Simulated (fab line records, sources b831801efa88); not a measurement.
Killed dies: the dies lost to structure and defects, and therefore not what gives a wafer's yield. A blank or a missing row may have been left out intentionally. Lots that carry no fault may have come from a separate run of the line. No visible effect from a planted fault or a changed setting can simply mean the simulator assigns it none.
fab line records | flow sky130
[record] lots = 4 | wafers = 12 | lastDay = 48
route steps=708 shown METAL4@625 VIA4@639 METAL5@661 PAD_OPEN@708
lots that met no fault: from a run of the same line without faults
startH: the number of hours between the record's first day and the start of the first shown wafer of the lot | waitH: hours elapsed since this lot's preceding step | " unchanged from the row above | L1.1+2: one row covering several wafers at once | - no value, or no start was given | * or withheld: withheld | < > ~ a bound
route shown NAME@n: NAME is a module with steps in the file, n the number in the route of the first one | usual: mean and standard deviation over wafers with no fault | same: alike in all rows | chamber/n: place in a boat | sites: per-site readings | _std_site: the values' standard deviation | _edge_site: outer sites' mean less inner sites' | radiusMm: how far each site lies from the wafer's centre | mask NAME#n: copy n | behind: the most recent tool/chamber to have shaped the wafer | hold: reason for holding the lot/hours on hold/outcome of the hold | device: whichever transistor did not switch (one of n, p or np) | end of line: tests of these same wafers at the route's end | a step given without rows: its recipe and nothing more | killed: dies that structure and defects cost at the first sort, which is not the same as the wafer's yield | map: a wafer's dies, x killed, . not, _ none there
set.NAME: the setting as run; set.NAME@STEP: as run at that earlier step | model.NAME: the simulator's own value behind a step, which no gauge read
a table for each step, a row for each wafer; lots at some steps of the route
[[steps]]
[step SKY_METAL4_SOFTBAKE_09]
[recipe] tempC = 100 | timeS = 90 | resist = KrF-thick
[step SKY_METAL4_EXPOSE_10]
[recipe] maskId = MM4 | na = 0.68 | sourceShape = annular | sigmaInner = 0.4 | sigmaOuter = 0.8 | targetCdNm = 300 | doseMj = 28
[step SKY_METAL4_PEB_11]
[recipe] pebTempC = withheld | pebTimeS = withheld | resist = KrF-thick
[step SKY_METAL4_DEVELOP_12]
[recipe] developTimeS = 60 | resist = KrF-thick | devTempC = 21
[step SKY_METAL4_DESCUM_15]
[recipe] chemistry = O2 | sourcePowerW = 150 | biasPowerW = 0 | pressureMtorr = 10 | tempC = 40 | timeS = 8
[step SKY_METAL4_ETCH_16]
[recipe] chemistry = N2/H2 | target = BARC | ionEnergyEv = 200 | biasW = 100 | pressureMtorr = 30 | n2FlowSccm = 100 | h2FlowSccm = 200 | icpW = 500 | stopOn = SiO2 | timeS = 88.2 | targetDepthA = 600
[step SKY_METAL4_ETCH_17]
[recipe] target = SiO2 | stopOn = TiN | chemistry = C4F8/O2/Ar | sourceW = 1500 | biasW = 1200 | pressureMtorr = 40 | c4f8FlowSccm = withheld | O2_flow_sccm = 6 | Ar_flow_sccm = 300 | timeS = 3.9 | targetDepthA = 150
[step SKY_METAL4_METAL_ETCH_18]
[recipe] targetDepthA = 8450 | stopOn = SiO2 | overEtchFrac = 0.3 | timeS = 183.1 | chemistry = Cl2/BCl3 | resistSidewallDeg = 88 | pressureMtorr = 10 | icpW = 900 | biasW = 48.5 | Cl2_flow_sccm = 60 | bcl3FlowSccm = 30
[step SKY_METAL4_STRIP_19]
[recipe] chemistry = O2/N2 | powerW = 1400 | pressureMtorr = 1500 | platenTempC = withheld | o2FlowSccm = 3000 | n2FlowSccm = 300 | overashFraction = 0.5
[step SKY_METAL4_STRIP_20]
[recipe] chemistry = postEtchResidueRemover | timeS = 1200 | tempC = 72.5
[step SKY_METAL4_CLEAN_21]
[recipe] chemistry = IPA | timeS = 180 | tempC = 25
lot.wafer  | tool        | chamber | startH  | waitH
L165.1+2+4 | wetBench-01 | 3       | 983.38  | 0.0
L167.1+4+5 | wetBench-03 | 1       | 1030.94 | 0.0
L179.1+3+5 | wetBench-03 | 2       | 1070.63 | 0.0
L178.4+5+6 | wetBench-03 | 3       | 1074.88 | 0.0
[step SKY_METAL4_CLEAN_22]
[recipe] chemistry = O3/DIW | dry = n2Spin
[step SKY_VIA4_HDPCVD_00]
[recipe] material = SiO2 | targetThkNm = 1750 | sigmaOpenFrac = 0.3 | timeS = 291.7 | tempC = 400 | sih4FlowSccm = 60 | pressureMtorr = 6
[step SKY_VIA4_CMP_02]
[recipe] material = SiO2 | downForcePsi = 4 | platenRpm = 60 | padVelocityMS = 0.94248
[step SKY_VIA4_DEHYDRATE_04]
[recipe] tempC = 200 | timeS = 60
[step SKY_VIA4_HMDS_05]
[recipe] primeTimeS = 60 | primeTempC = 120
[step SKY_VIA4_COAT_06]
[recipe] resist = NOVOLAK | spinRpm = 3000 | resistThkNm = 1140
[step SKY_VIA4_SOFTBAKE_07]
[recipe] tempC = 90 | timeS = 60 | resist = NOVOLAK
[step SKY_VIA4_EXPOSE_08]
[recipe] maskId = VIM4 | na = 0.6 | sourceShape = conventional | sigmaOuter = 0.6 | polarization = unpolarized | targetCdNm = 800 | doseMj = 132
[step SKY_VIA4_PEB_09]
[recipe] tempC = withheld | timeS = * | resist = NOVOLAK
[step SKY_VIA4_DEVELOP_10]
[recipe] resist = NOVOLAK | developer = TMAH | developTimeS = 60 | devTempC = 23
[step SKY_VIA4_ETCH_12]
[recipe] target = SiO2 | chemistry = C4F8/O2/Ar | stopOn = TiN | maskMaterial = NOVOLAK | sourceW = 1500 | biasW = 1200 | pressureMtorr = 40 | c4f8FlowSccm = withheld | O2_flow_sccm = 6 | Ar_flow_sccm = 300 | timeS = withheld | targetDepthA = 5800
[step SKY_VIA4_STRIP_13]
[recipe] chemistry = O2/N2 | powerW = 1400 | pressureMtorr = 1500 | platenTempC = withheld | o2FlowSccm = 3000 | n2FlowSccm = 300 | overashFraction = 0.5
[step SKY_VIA4_STRIP_14]
[recipe] chemistry = postEtchResidueRemover | timeS = 1200 | tempC = 72.5
[step SKY_VIA4_CLEAN_15]
[recipe] chemistry = IPA | timeS = 180 | tempC = 25
[step SKY_VIA4_CLEAN_16]
[recipe] chemistry = O3/DIW | dry = n2Spin
[step SKY_VIA4_SPUTTER_17]
[recipe] material = TiN | targetThkNm = 20 | chamberPressurePa = 5 | powerW = 4000 | timeS = 80
[step SKY_VIA4_CVD_18]
[recipe] material = W | targetThkNm = 505 | timeS = 152.14 | tempC = 400 | pressureTorr = 40
[step SKY_VIA4_CMP_21]
[recipe] stopOn = SiO2 | tOverpolishS = 25 | downForcePsi = 3.5 | platenRpm = 60 | targetThkNm = 0 | padVelocityMS = 0.94248
[step SKY_METAL5_SPUTTER_00]
[recipe] material = Ti | targetThkNm = 15 | powerW = 3000 | timeS = 10 | chamberPressurePa = 0.4
[step SKY_METAL5_SPUTTER_01]
[recipe] material = TiN | targetThkNm = 20 | powerW = 6500 | timeS = 16.7 | chamberPressurePa = 0.4
[step SKY_METAL5_SPUTTER_02]
[recipe] material = AlCu | targetThkNm = 1150 | powerW = 10600 | timeS = 61.2 | chamberPressurePa = 0.4
[step SKY_METAL5_SPUTTER_03]
[recipe] material = Ti | targetThkNm = 5 | powerW = 3000 | timeS = 3.3 | chamberPressurePa = 0.3874
[step SKY_METAL5_SPUTTER_04]
[recipe] material = TiN | targetThkNm = 70 | powerW = 6500 | timeS = 58.3 | chamberPressurePa = 0.4
[step SKY_PAD_OPEN_PROBE_99]
[usual] defectLimitedYield = 82.8/1.9 | killed_at_M0_to_M3 = 43/7.5 | killed_at_M4_up = 2.8/1.8 | killedAtContacts = 24/5.3 | killedAtFrontEnd = 14/4.2 | killedAtOther = 0.3/0.54 | killedDies = 84/9.4 | killedOnRim = 16/3.3 | killedOpen = 46/7.1 | killedShort = 38/6.6 | sort_bin_3_pad_short = 0.8/0.42 | sort_bin_5_function = 10.1/1.4 | sort_bin_6_memory = 6.2/1.1 | sortNPass = 408/9.4 | sortYieldPct = 82.8/1.9
[same] grossDies = 492 | killedAtBackSide = 0 | sort_bin_4_leakage[%] = 0 | sort_bin_8_speed[%] = 0
lot.wafer | tool      | chamber | startH  | waitH | hold                    | defectLimitedYield[%] | killed_at_M0_to_M3 | killed_at_M4_up | killedAtContacts | killedAtFrontEnd | killedAtOther | killedDies | killedOnRim | killedOpen | killedShort | sort_bin_3_pad_short[%] | sort_bin_5_function[%] | sort_bin_6_memory[%] | sortNPass | sortYieldPct[%] | model.etest.tester.sortNPass | model.etest.tester.sortYieldPct | model.etest.tester.sort_bin_5_pct | model.etest.tester.sort_bin_3_pct
L165.1    | prober-02 | -       | 1079.61 | 0.1   | -                       | 82.1                  | 46                 | 3               | 29               | 9                | 1             | 88         | 15          | 57         | 30          | 0.6                     | 10.2                   | 7.1                  | 404       | 82.1            | 404                          | 82.11                           | 10.16                             | 0.6098
L165.2    | prober-02 | -       | 1079.66 | 0.1   | -                       | 80.7                  | 50                 | 1               | 32               | 12               | 0             | 95         | 16          | 52         | 43          | 0.4                     | 11.6                   | 7.3                  | 397       | 80.7            | 397                          | 80.69                           | 11.59                             | 0.4065
L165.4    | prober-02 | -       | 1079.76 | 0.2   | -                       | 81.3                  | 49                 | 1               | 27               | 14               | 1             | 92         | 17          | 56         | 36          | 0.6                     | 11.6                   | 6.5                  | 400       | 81.3            | 400                          | 81.3                            | 11.59                             | 0.6098
L167.1    | prober-02 | -       | 1120.46 | 0.1   | -                       | 82.7                  | 43                 | 2               | 24               | 16               | 0             | 85         | 17          | 44         | 41          | 0.2                     | 10.8                   | 6.3                  | 407       | 82.7            | 407                          | 82.72                           | 10.77                             | 0.2033
L167.4    | prober-02 | -       | 1120.61 | 0.2   | -                       | 81.5                  | 46                 | 0               | 30               | 15               | 0             | 91         | 17          | 40         | 51          | 1.0                     | 12.0                   | 5.5                  | 401       | 81.5            | 401                          | 81.5                            | 11.99                             | 1.016
L167.5    | prober-02 | -       | 1120.66 | 0.2   | -                       | 85.0                  | 40                 | 1               | 23               | 10               | 0             | 74         | 13          | 39         | 35          | 0.4                     | 9.8                    | 4.9                  | 418       | 85.0            | 418                          | 84.96                           | 9.756                             | 0.4065
L179.1    | prober-01 | -       | 1154.65 | 0.1   | awaitDispo/5.1h/release | 74.0                  | 50                 | 40              | 20               | 18               | 0             | 128        | 32          | 54         | 35          | 2.8                     | 16.5                   | 6.7                  | 364       | 74.0            | 364                          | 73.98                           | 16.46                             | 2.846
L179.3    | prober-01 | -       | 1154.75 | 0.2   | awaitDispo/5.1h/release | 76.0                  | 41                 | 42              | 21               | 14               | 0             | 118        | 25          | 46         | 30          | 2.6                     | 14.6                   | 6.7                  | 374       | 76.0            | 374                          | 76.02                           | 14.63                             | 2.642
L179.5    | prober-01 | -       | 1154.85 | 0.2   | awaitDispo/5.1h/release | 76.6                  | 44                 | 46              | 14               | 11               | 0             | 115        | 24          | 41         | 32          | 2.8                     | 14.2                   | 6.3                  | 377       | 76.6            | 377                          | 76.63                           | 14.23                             | 2.846
L178.4    | prober-02 | -       | 1157.87 | 0.2   | awaitDispo/4.7h/release | 77.8                  | 25                 | 41              | 25               | 18               | 0             | 109        | 29          | 35         | 37          | 3.0                     | 14.0                   | 5.1                  | 383       | 77.8            | 383                          | 77.85                           | 14.02                             | 3.049
L178.5    | prober-02 | -       | 1157.92 | 0.2   | awaitDispo/4.7h/release | 73.0                  | 52                 | 43              | 26               | 11               | 1             | 133        | 29          | 44         | 53          | 4.1                     | 15.4                   | 7.5                  | 359       | 73.0            | 359                          | 72.97                           | 15.45                             | 4.065
L178.6    | prober-02 | -       | 1157.97 | 0.2   | awaitDispo/4.7h/release | 79.9                  | 33                 | 40              | 20               | 6                | 0             | 99         | 22          | 30         | 32          | 3.5                     | 12.0                   | 4.7                  | 393       | 79.9            | 393                          | 79.88                           | 11.99                             | 3.455
// killed by level:class
L165.1 VIA1:geometricParticle:open=12 CONTACT:geometricParticle:open=9 VIA2:geometricParticle:open=9 LI_CONTACT:geometricParticle:open=8 VIA3:geometricParticle:open=7 LOCAL_INTERCONNECT:geometricParticle:short=5 FIELD_ISO:geometricParticle:open=4 VIA2:geometricParticle:short=4
L165.2 VIA1:geometricParticle:open=15 CONTACT:geometricParticle:open=12 CONTACT:geometricParticle:short=7 LOCAL_INTERCONNECT:geometricParticle:short=6 VIA3:geometricParticle:short=6 VIA3:geometricParticle:open=6 LI_CONTACT:geometricParticle:open=5 VIA1:geometricParticle:short=5
L165.4 VIA1:geometricParticle:open=12 LI_CONTACT:geometricParticle:open=9 VIA2:geometricParticle:open=8 CONTACT:geometricParticle:open=7 CONTACT:geometricParticle:short=6 VIA3:geometricParticle:open=6 VIA2:geometricParticle:short=5 VIA1:geometricParticle:short=5
L167.1 VIA1:geometricParticle:open=9 LI_CONTACT:geometricParticle:open=8 METAL2:geometricParticle:short=8 CONTACT:geometricParticle:open=7 METAL1:geometricParticle:short=7 FIELD_ISO:geometricParticle:short=5 POLY_GATE:geometricParticle:open=5 VIA2:geometricParticle:open=5
L167.4 METAL1:geometricParticle:short=12 VIA1:geometricParticle:open=11 CONTACT:geometricParticle:short=10 LI_CONTACT:geometricParticle:open=8 CONTACT:geometricParticle:open=6 METAL2:geometricParticle:short=6 LI_CONTACT:geometricParticle:short=4 VIA1:geometricParticle:short=4
L167.5 VIA1:geometricParticle:open=10 CONTACT:geometricParticle:open=9 METAL1:geometricParticle:short=6 CONTACT:geometricParticle:short=5 VIA2:geometricParticle:open=5 FIELD_ISO:geometricParticle:open=4 LI_CONTACT:geometricParticle:open=4 VIA1:geometricParticle:short=4
L179.1 METAL4:unspecified=39 VIA1:geometricParticle:open=12 VIA2:geometricParticle:open=11 CONTACT:geometricParticle:open=9 FIELD_ISO:geometricParticle:short=7 VIA3:geometricParticle:open=6 FIELD_ISO:geometricParticle:open=5 POLY_GATE:geometricParticle:open=4
L179.3 METAL4:unspecified=41 VIA1:geometricParticle:open=10 LI_CONTACT:geometricParticle:open=8 VIA2:geometricParticle:open=7 LOCAL_INTERCONNECT:geometricParticle:short=6 METAL1:geometricParticle:short=5 VIA3:geometricParticle:open=5 POLY_GATE:geometricParticle:short=4
L179.5 METAL4:unspecified=41 METAL2:geometricParticle:short=9 VIA2:geometricParticle:open=9 VIA3:geometricParticle:open=7 LI_CONTACT:geometricParticle:open=6 CONTACT:geometricParticle:open=5 VIA1:geometricParticle:open=5 METAL1:geometricParticle:short=4
L178.4 METAL4:unspecified=37 CONTACT:geometricParticle:open=9 LI_CONTACT:geometricParticle:open=6 POLY_GATE:geometricParticle:open=4 LI_CONTACT:geometricParticle:short=4 LOCAL_INTERCONNECT:geometricParticle:short=4 VIA2:geometricParticle:open=4 FIELD_ISO:geometricParticle:short=3
L178.5 METAL4:unspecified=35 VIA1:geometricParticle:open=11 CONTACT:geometricParticle:open=8 VIA3:geometricParticle:open=8 METAL1:geometricParticle:short=7 METAL4:geometricParticle:short=6 LOCAL_INTERCONNECT:geometricParticle:short=5 POLY_GATE:geometricParticle:short=5
L178.6 METAL4:unspecified=37 CONTACT:geometricParticle:open=6 VIA3:geometricParticle:short=5 LI_CONTACT:geometricParticle:open=5 VIA1:geometricParticle:open=5 CONTACT:geometricParticle:short=5 VIA2:geometricParticle:open=4 VIA2:geometricParticle:short=4
// map L178.5 (x killed, . not)
__________xxxxx.xx.._________
________xxxxxxx...x..._______
______xxxxxxxxx...x..x.x_____
_____.xxxxxxxx..x........____
____xx.xxx.xx............x___
___.x....x..x....x......x..__
__....x..x....x...x....x.x.x_
_.....x.......x..........x...
_..x...x.....x.x.....xx....x.
_.......x.....x.......x..x...
_.x..............x.x.........
_.x....x.x.x.......x........x
_.x.x........x.....x.xx.....x
_..x..xx......x..........x...
_.....x.x.xx.......xxxx...x..
__.x...xx...xxxx.xx.....x..._
___.....x....x.......x...x.__
____.......x..x......x....___
_____...x.....x...xx...x.____
______.x.xx......x......_____
________...xxxxx......_______
__________..x....x.._________
// map L179.1 (x killed, . not)
__________...x...x.._________
________.x..x........._______
______....xx............_____
_____...x....x....xx...x.____
____xxx....x...x....xxx...___
___.....xx.......x...xx....__
__.....x.......x.....x..x..._
_..........x...x.xx.x.......x
_..xx....x.......x.......xxx.
_x...x...x.......x....x...x..
_.x..x.................x.....
_.....xx..x.....x.....x......
_...............x.......x...x
_x.................x.....x.xx
_.x..x.........x.......xx..x.
__....xx............x..xx..._
___.x....x......x..xxx.....__
____....x.....xxxxxxxxxxxx___
_____.x.x..x...xxxxxxxxxx____
______..........xxxxxxxx_____
________..x....xxxxxxx_______
__________..x.x.xxxx_________
[[key]]
[firstSign] step = SKY_PAD_OPEN_PROBE_99 | reading = killed_at_M4_up | direction = up | sigmas = 22 | usual = 2.8 | struck = 42
[effect] step = SKY_PAD_OPEN_PROBE_99 | reading = sort_bin_3_pad_short | direction = up | sigmas = 5.6 | usual = 0.8 | struck = 3.2
[modelEffect] step = SKY_PAD_OPEN_PROBE_99 | value = etest.tester.sortNPass | without = 408.3 | struck = 375
metAt SKY_METAL4_CLEAN_21
struckWafers L178.4,L178.5,L178.6,L179.1,L179.3,L179.5
onsetBetween 1030.94 1070.63
alsoFits time
[fault] kind = chamberParticleSource | tool = wetBench-03 | chamber = - | onsetH = 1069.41 | steps = SKY_METAL4_CLEAN_21 | ratePerVisitCm2 = 1.3672
